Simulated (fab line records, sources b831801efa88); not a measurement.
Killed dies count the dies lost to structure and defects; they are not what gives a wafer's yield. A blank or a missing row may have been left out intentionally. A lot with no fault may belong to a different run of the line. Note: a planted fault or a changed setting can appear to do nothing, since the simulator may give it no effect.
fab line records -- flow sky130
[record] lots = 12, wafers = 36, last_day = 50
route steps=708 shown LDD_P@262 LI_CONTACT@362
lots that met no fault: taken from a fault-free run of the same line
start_h: start of the lot's first displayed wafer, in hours after the record's first day -- wait_h: how many hours have passed since the lot's step before this one -- " unchanged from the row above -- L1.1+2: several wafers, shown together as one row -- - no value, or no start was given -- * or withheld: withheld -- < > ~ a bound
route shown NAME@n: names a module that has steps shown in the file, with the first one's number in the route -- usual: mean/standard deviation of fault-free wafers -- same: alike in all rows -- chamber/n: place in a boat -- sites: the reading at each site -- _std_site: standard deviation across them -- _edge_site: the outer-site mean with the inner-site mean subtracted -- radius_mm: how far each site lies from the wafer's centre -- mask NAME#n: copy n -- behind: the tool/chamber that last shaped the wafer -- hold: the reason the lot was held/the length of the hold in hours/how it ended -- device: names the non-switching transistor (n, p or np) -- end of line: the same wafers' tests at the end of the route -- for a step that has no rows: nothing shown but its recipe -- killed: count of dies lost to structure and defects at first sort (not the wafer's yield) -- map: dies across one wafer; x = killed, . = not, _ = none there
set.NAME: setting as actually run; set.NAME@STEP: the setting as run at that earlier step -- model.NAME: the simulator's own value behind a step, which no gauge read
the route's steps for a sample of lots (tables are steps, rows are wafers)
services: when a tool's chamber went out of use (start_h, in hours from the record's first day, below 0 if earlier), for how many hours, and the reason
[[steps]]
[step SKY_LDD_P_CD_MEAS_07]
[recipe] target_cd_nm = 380
[usual] cd_nm = 379.6/2.3
lot.wafer,tool,chamber,start_h,wait_h,cd_nm
L370.2,cd_sem-01,-,436.60,0.1,379.6
L370.3,cd_sem-01,-,436.60,0.1,380.1
L370.6,cd_sem-01,-,436.60,0.1,379.8
L372.4,cd_sem-01,-,452.97,0.1,377.2
L372.5,cd_sem-01,-,452.97,0.1,380.1
L372.6,cd_sem-01,-,452.97,0.1,377.6
L375.1,cd_sem-01,-,493.73,0.1,380.3
L375.2,cd_sem-01,-,493.73,0.1,381.0
L375.4,cd_sem-01,-,493.73,0.1,380.2
L379.1,cd_sem-02,-,526.46,0.1,379.0
L379.3,cd_sem-02,-,526.46,0.1,380.0
L379.5,cd_sem-02,-,526.46,0.1,375.7
L380.1,cd_sem-01,-,528.63,0.1,376.2
L380.3,cd_sem-01,-,528.63,0.1,379.4
L380.6,cd_sem-01,-,528.63,0.1,380.1
L382.1,cd_sem-02,-,548.23,0.1,380.6
L382.4,cd_sem-02,-,548.23,0.1,380.2
L382.6,cd_sem-02,-,548.23,0.1,383.1
L383.3,cd_sem-01,-,557.92,0.1,380.5
L383.5,cd_sem-01,-,557.92,0.1,380.2
L383.6,cd_sem-01,-,557.92,0.1,379.6
L384.1,cd_sem-01,-,562.05,0.1,377.6
L384.5,cd_sem-01,-,562.05,0.1,381.0
L384.6,cd_sem-01,-,562.05,0.1,379.6
L386.2,cd_sem-01,-,585.32,0.1,382.8
L386.3,cd_sem-01,-,585.32,0.1,379.6
L386.5,cd_sem-01,-,585.32,0.1,383.1
L387.2,cd_sem-02,-,585.62,0.1,378.7
L387.3,cd_sem-02,-,585.62,0.1,379.1
L387.6,cd_sem-02,-,585.62,0.1,379.2
L389.3,cd_sem-02,-,608.25,0.1,374.9
L389.4,cd_sem-02,-,608.25,0.1,375.6
L389.6,cd_sem-02,-,608.25,0.1,374.4
L393.2,cd_sem-01,-,629.52,0.1,376.0
L393.3,cd_sem-01,-,629.52,0.1,375.9
L393.5,cd_sem-01,-,629.52,0.1,376.6
[step SKY_LI_CONTACT_HDPCVD_00]
[recipe] material = PSG, target_thk_nm = 930, sigma_open_frac = 0.3, time_s = 155, temp_c = 600, sih4_flow_sccm = 60, pressure_mtorr = 6
[usual] run_length_s = 183.0/0.57, sih4_flow_sccm = 60.04/0.16
lot.wafer,tool,chamber,start_h,wait_h,run_length_s,sih4_flow_sccm
L370.2,hdpcvd-02,1,652.18,0.0,183.5,59.83
L370.3,hdpcvd-02,2,652.18,0.0,183.4,59.94
L370.6,hdpcvd-02,2,652.18,0.0,183.8,59.78
L372.4,hdpcvd-02,2,665.49,0.1,182.8,60.03
L372.5,hdpcvd-02,0,665.49,0.1,183.7,59.97
L372.6,hdpcvd-02,1,665.49,0.1,183.0,60.13
L375.1,hdpcvd-02,0,704.42,0.0,183.4,59.84
L375.2,hdpcvd-02,1,704.42,0.0,183.1,60.13
L375.4,hdpcvd-02,1,704.42,0.0,182.8,60.23
L379.1,hdpcvd-01,1,734.77,0.0,181.9,59.88
L379.3,hdpcvd-01,2,734.77,0.0,182.7,60.31
L379.5,hdpcvd-01,1,734.77,0.0,182.1,59.90
L380.1,hdpcvd-01,1,738.88,0.0,182.6,60.31
L380.3,hdpcvd-01,0,738.88,0.0,183.0,60.15
L380.6,hdpcvd-01,1,738.88,0.0,182.1,60.31
L382.1,hdpcvd-02,2,754.71,0.0,183.6,60.22
L382.4,hdpcvd-02,0,754.71,0.0,183.6,60.21
L382.6,hdpcvd-02,1,754.71,0.0,183.8,60.38
L383.3,hdpcvd-01,0,764.09,0.0,183.0,59.95
L383.5,hdpcvd-01,2,764.09,0.0,182.8,60.14
L383.6,hdpcvd-01,1,764.09,0.0,182.2,60.11
L384.1,hdpcvd-01,2,764.87,0.0,182.5,59.79
L384.5,hdpcvd-01,2,764.87,0.0,183.3,59.95
L384.6,hdpcvd-01,0,764.87,0.0,183.2,60.13
L386.2,hdpcvd-01,0,786.37,0.0,182.5,60.09
L386.3,hdpcvd-01,1,786.37,0.0,182.4,60.07
L386.5,hdpcvd-01,1,786.37,0.0,182.0,60.13
L387.2,hdpcvd-02,0,786.67,0.0,183.7,59.94
L387.3,hdpcvd-02,1,786.67,0.0,248.3,60.18
L387.6,hdpcvd-02,2,786.67,0.0,183.1,59.85
L389.3,hdpcvd-02,2,804.05,0.0,183.1,60.01
L389.4,hdpcvd-02,2,804.05,0.0,183.6,60.18
L389.6,hdpcvd-02,1,804.05,0.0,247.9,60.07
L393.2,hdpcvd-01,0,823.58,0.0,182.8,59.90
L393.3,hdpcvd-01,1,823.58,0.0,182.5,59.81
L393.5,hdpcvd-01,0,823.58,0.0,182.8,60.10
[step SKY_LI_CONTACT_THK_MEAS_01]
[recipe] reads = PSG_of_LI_CONTACT_HDPCVD_00
[usual] LI_CONTACT_HDPCVD_THK = 928/8.8
lot.wafer,tool,chamber,start_h,wait_h,LI_CONTACT_HDPCVD_THK[nm]
L370.2,film_metro-04,-,652.29,0.1,922
L370.3,film_metro-04,-,652.29,0.1,935
L370.6,film_metro-04,-,652.29,0.1,941
L372.4,film_metro-02,-,665.57,0.0,929
L372.5,film_metro-02,-,665.57,0.0,921
L372.6,film_metro-02,-,665.57,0.0,929
L375.1,film_metro-02,-,704.53,0.1,931
L375.2,film_metro-02,-,704.53,0.1,929
L375.4,film_metro-02,-,704.53,0.1,928
L379.1,film_metro-04,-,734.88,0.1,933
L379.3,film_metro-04,-,734.88,0.1,925
L379.5,film_metro-04,-,734.88,0.1,930
L380.1,film_metro-04,-,738.98,0.1,911
L380.3,film_metro-04,-,738.98,0.1,944
L380.6,film_metro-04,-,738.98,0.1,924
L382.1,film_metro-03,-,754.81,0.1,948
L382.4,film_metro-03,-,754.81,0.1,949
L382.6,film_metro-03,-,754.81,0.1,949
L383.3,film_metro-04,-,764.21,0.1,923
L383.5,film_metro-04,-,764.21,0.1,910
L383.6,film_metro-04,-,764.21,0.1,911
L384.1,film_metro-04,-,764.98,0.1,912
L384.5,film_metro-04,-,764.98,0.1,913
L384.6,film_metro-04,-,764.98,0.1,929
L386.2,film_metro-04,-,786.49,0.1,924
L386.3,film_metro-04,-,786.49,0.1,937
L386.5,film_metro-04,-,786.49,0.1,932
L387.2,film_metro-04,-,786.79,0.1,933
L387.3,film_metro-04,-,786.79,0.1,1312
L387.6,film_metro-04,-,786.79,0.1,934
L389.3,film_metro-03,-,804.17,0.1,938
L389.4,film_metro-03,-,804.17,0.1,930
L389.6,film_metro-03,-,804.17,0.1,1332
L393.2,film_metro-02,-,823.69,0.1,930
L393.3,film_metro-02,-,823.69,0.1,929
L393.5,film_metro-02,-,823.69,0.1,929
[step SKY_LI_CONTACT_CMP_02]
[recipe] material = PSG, down_force_psi = 4, platen_rpm = 60, pad_velocity_m_s = 0.94248
[usual] motor_current_A = 11.4/1, time_to_endpoint_s = 32.0/2.3
lot.wafer,tool,chamber,start_h,wait_h,motor_current_A,time_to_endpoint_s
L370.2,cmp-01,1,652.34,0.0,12.5,32.9
L370.3,cmp-01,2,652.34,0.0,11.1,31.1
L370.6,cmp-01,1,652.34,0.0,12.1,33.0
L372.4,cmp-01,0,665.70,0.1,12.8,29.6
L372.6,cmp-01,2,665.70,0.1,11.1,28.7
L372.5,cmp-01,3,665.70,0.1,9.5,29.6
L375.1,cmp-01,2,704.59,0.1,10.4,31.5
L375.4,cmp-01,3,704.59,0.1,10.3,33.4
L375.2,cmp-01,0,704.59,0.1,12.8,32.4
L379.3,cmp-01,1,734.99,0.1,11.7,30.1
L379.1,cmp-01,2,734.99,0.1,10.2,30.1
L379.5,cmp-01,0,734.99,0.1,12.2,30.4
L380.3,cmp-01,0,739.14,0.1,12.8,34.6
L380.1,cmp-01,1,739.14,0.1,12.0,29.0
L380.6,cmp-01,3,739.14,0.1,9.7,30.3
L382.1,cmp-01,2,754.92,0.1,11.0,31.5
L382.4,cmp-01,3,754.92,0.1,10.1,35.5
L382.6,cmp-01,1,754.92,0.1,11.8,34.2
L383.3,cmp-02,0,764.30,0.1,10.8,30.6
L383.6,cmp-02,3,764.30,0.1,12.1,29.6
L383.5,cmp-02,0,764.30,0.1,11.1,29.5
L384.1,cmp-02,0,765.04,0.1,10.7,32.0
L384.5,cmp-02,0,765.04,0.1,11.5,34.2
L384.6,cmp-02,1,765.04,0.1,12.5,31.6
L386.2,cmp-02,3,786.54,0.0,13.1,32.4
L386.3,cmp-02,2,786.54,0.0,10.4,32.7
L386.5,cmp-02,3,786.54,0.0,12.2,34.2
L387.2,cmp-01,3,786.94,0.1,10.4,32.3
L387.3,cmp-01,0,786.94,0.1,12.8,70.1
L387.6,cmp-01,2,786.94,0.1,10.7,33.0
L389.4,cmp-02,0,804.21,0.0,10.8,34.3
L389.3,cmp-02,1,804.21,0.0,12.8,35.5
L389.6,cmp-02,0,804.21,0.0,10.2,78.0
L393.3,cmp-02,3,823.74,0.0,12.1,31.2
L393.2,cmp-02,1,823.74,0.0,12.6,31.3
L393.5,cmp-02,0,823.74,0.0,11.1,30.8
[step SKY_LI_CONTACT_CD_MEAS_12]
[recipe] target_cd_nm = 170
[usual] cd_nm = 170.2/1.8
lot.wafer,tool,chamber,start_h,wait_h,cd_nm
L370.2,cd_sem-01,-,680.65,-,171.0
L370.3,cd_sem-01,-,680.65,-,171.1
L370.6,cd_sem-01,-,680.65,-,169.4
L372.4,cd_sem-01,-,694.16,-,169.6
L372.5,cd_sem-01,-,694.16,-,169.1
L372.6,cd_sem-01,-,694.16,-,170.4
L375.1,cd_sem-01,-,732.63,-,173.9
L375.2,cd_sem-01,-,732.63,-,175.3
L375.4,cd_sem-01,-,732.63,-,173.8
L379.1,cd_sem-01,-,762.63,-,171.4
L379.3,cd_sem-01,-,762.63,-,170.5
L379.5,cd_sem-01,-,762.63,-,170.6
L380.1,cd_sem-02,-,766.41,-,171.9
L380.3,cd_sem-02,-,766.41,-,171.2
L380.6,cd_sem-02,-,766.41,-,171.8
L382.1,cd_sem-02,-,782.10,-,170.6
L382.4,cd_sem-02,-,782.10,-,170.5
L382.6,cd_sem-02,-,782.10,-,171.6
L383.3,cd_sem-01,-,791.87,-,169.6
L383.5,cd_sem-01,-,791.87,-,170.3
L383.6,cd_sem-01,-,791.87,-,169.6
L384.1,cd_sem-02,-,792.10,-,168.6
L384.5,cd_sem-02,-,792.10,-,169.1
L384.6,cd_sem-02,-,792.10,-,168.8
L386.2,cd_sem-01,-,812.80,-,168.8
L386.3,cd_sem-01,-,812.80,-,167.8
L386.5,cd_sem-01,-,812.80,-,168.8
L387.2,cd_sem-02,-,813.48,-,170.3
L387.3,cd_sem-02,-,813.48,-,172.4
L387.6,cd_sem-02,-,813.48,-,172.1
L389.3,cd_sem-01,-,831.15,-,170.5
L389.4,cd_sem-01,-,831.15,-,168.9
L389.6,cd_sem-01,-,831.15,-,169.3
L393.2,cd_sem-01,-,849.88,-,168.1
L393.3,cd_sem-01,-,849.88,-,168.0
L393.5,cd_sem-01,-,849.88,-,166.9
[step SKY_LI_CONTACT_ETCH_15]
[recipe] target = PSG, chemistry = C4F8/O2/Ar, stop_on = Si, taper_deg = 4.15, mask_material = KrF-thick, source_w = 1500, bias_w = 1200, pressure_mtorr = 40, c4f8_flow_sccm = withheld, O2_flow_sccm = 6, Ar_flow_sccm = 300, time_s = withheld, target_depth_a = 6000
[usual] oes_product_au = 0.837/0.0043
lot.wafer,tool,chamber,start_h,wait_h,oes_product_au
L370.2,rie_diel-04,0,680.83,0.0,0.842
L370.3,rie_diel-04,1,680.83,0.0,0.838
L370.6,rie_diel-04,1,680.83,0.0,0.834
L372.4,rie_diel-04,0,694.30,0.0,0.837
L372.5,rie_diel-04,1,694.30,0.0,0.837
L372.6,rie_diel-04,2,694.30,0.0,0.843
L375.1,rie_diel-02,0,732.83,0.0,0.836
L375.2,rie_diel-02,2,732.83,0.0,0.834
L375.4,rie_diel-02,3,732.83,0.0,0.835
L379.1,rie_diel-03,0,762.83,0.0,0.834
L379.3,rie_diel-03,3,762.83,0.0,0.835
L379.5,rie_diel-03,2,762.83,0.0,0.845
L380.1,rie_diel-02,2,766.61,0.0,0.837
L380.3,rie_diel-02,1,766.61,0.0,0.844
L380.6,rie_diel-02,1,766.61,0.0,0.835
L382.1,rie_diel-03,2,782.30,0.0,0.834
L382.4,rie_diel-03,2,782.30,0.0,0.840
L382.6,rie_diel-03,1,782.30,0.0,0.843
L383.3,rie_diel-04,2,792.03,0.0,0.838
L383.5,rie_diel-04,0,792.03,0.0,0.831
L383.6,rie_diel-04,3,792.03,0.0,0.835
L384.1,rie_diel-03,1,792.30,0.0,0.841
L384.5,rie_diel-03,1,792.30,0.0,0.832
L384.6,rie_diel-03,3,792.30,0.0,0.834
L386.2,rie_diel-04,2,812.98,0.0,0.837
L386.3,rie_diel-04,3,812.98,0.0,0.839
L386.5,rie_diel-04,1,812.98,0.0,0.837
L387.2,rie_diel-02,0,813.66,0.0,0.840
L387.3,rie_diel-02,1,813.66,0.0,0.834
L387.6,rie_diel-02,3,813.66,0.0,0.832
L389.3,rie_diel-02,3,831.31,0.0,0.843
L389.4,rie_diel-02,0,831.31,0.0,0.837
L389.6,rie_diel-02,3,831.31,0.0,0.838
L393.2,rie_diel-03,0,850.18,0.1,0.838
L393.3,rie_diel-03,0,850.18,0.1,0.836
L393.5,rie_diel-03,0,850.18,0.1,0.836
[[services]]
tool,chamber,start_h,hours,kind
rie_diel-04,1,647.30,4.7,repair
hdpcvd-01,-,650.75,15.0,pm
rie_diel-04,2,651.20,4.1,repair
rie_diel-04,2,678.13,5.8,repair
cmp-02,-,678.75,1.9,repair
hdpcvd-02,-,689.14,1.2,repair
cmp-01,-,712.77,1.2,repair
rie_diel-04,0,713.39,4.2,repair
cmp-01,-,737.37,1.0,repair
rie_diel-03,3,738.70,3.9,repair
hdpcvd-01,0,742.55,4.9,repair
cmp-02,-,744.00,4.0,pm
cmp-01,-,747.75,3.2,repair
rie_diel-02,0,748.40,12.2,repair
cmp-02,-,753.75,0.5,repair
rie_diel-02,1,782.98,27.2,repair
cmp-01,-,791.41,2.0,repair
rie_diel-02,3,801.54,3.1,repair
rie_diel-04,1,807.44,2.5,repair
cmp-02,-,808.60,0.2,repair
hdpcvd-02,-,809.99,1.7,repair
rie_diel-03,-,827.42,0.1,repair
rie_diel-03,2,841.86,17.4,repair
rie_diel-03,1,842.99,7.9,repair
[[key]]
[first_sign] step = SKY_LI_CONTACT_HDPCVD_00, reading = run_length_s, direction = up, sigmas = 99+, usual = *, struck = *
[effect] step = SKY_LI_CONTACT_THK_MEAS_01, reading = LI_CONTACT_HDPCVD_THK, direction = up, sigmas = 45, usual = 928, struck = 1322
[effect] step = SKY_LI_CONTACT_CMP_02, reading = time_to_endpoint_s, direction = up, sigmas = 18, usual = *, struck = *
met_at SKY_LI_CONTACT_HDPCVD_00
struck_lots L387,L389
struck_wafers L387.3,L389.6
tester_left_out L387,L389
not_acting_at SKY_LDD_P_CD_MEAS_07,SKY_LI_CONTACT_CD_MEAS_12,SKY_LI_CONTACT_ETCH_15
onset_between 754.71 786.67
[fault] kind = process_parameter_drift, tool = hdpcvd-02, chamber = 1, onset_h = 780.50, steps = SKY_LI_CONTACT_HDPCVD_00, channel = time_s, offset = *, shape = step, end_h = 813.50, acts_in = *, stated = *
// tester_left_out: of these lots the tester's yield and bins aren't shown, on N5 and GAA mostly nor the transistor test; their killed dies are dies lost to structure and defects alone, not to doping, threshold or leakage, so they don't give the yield
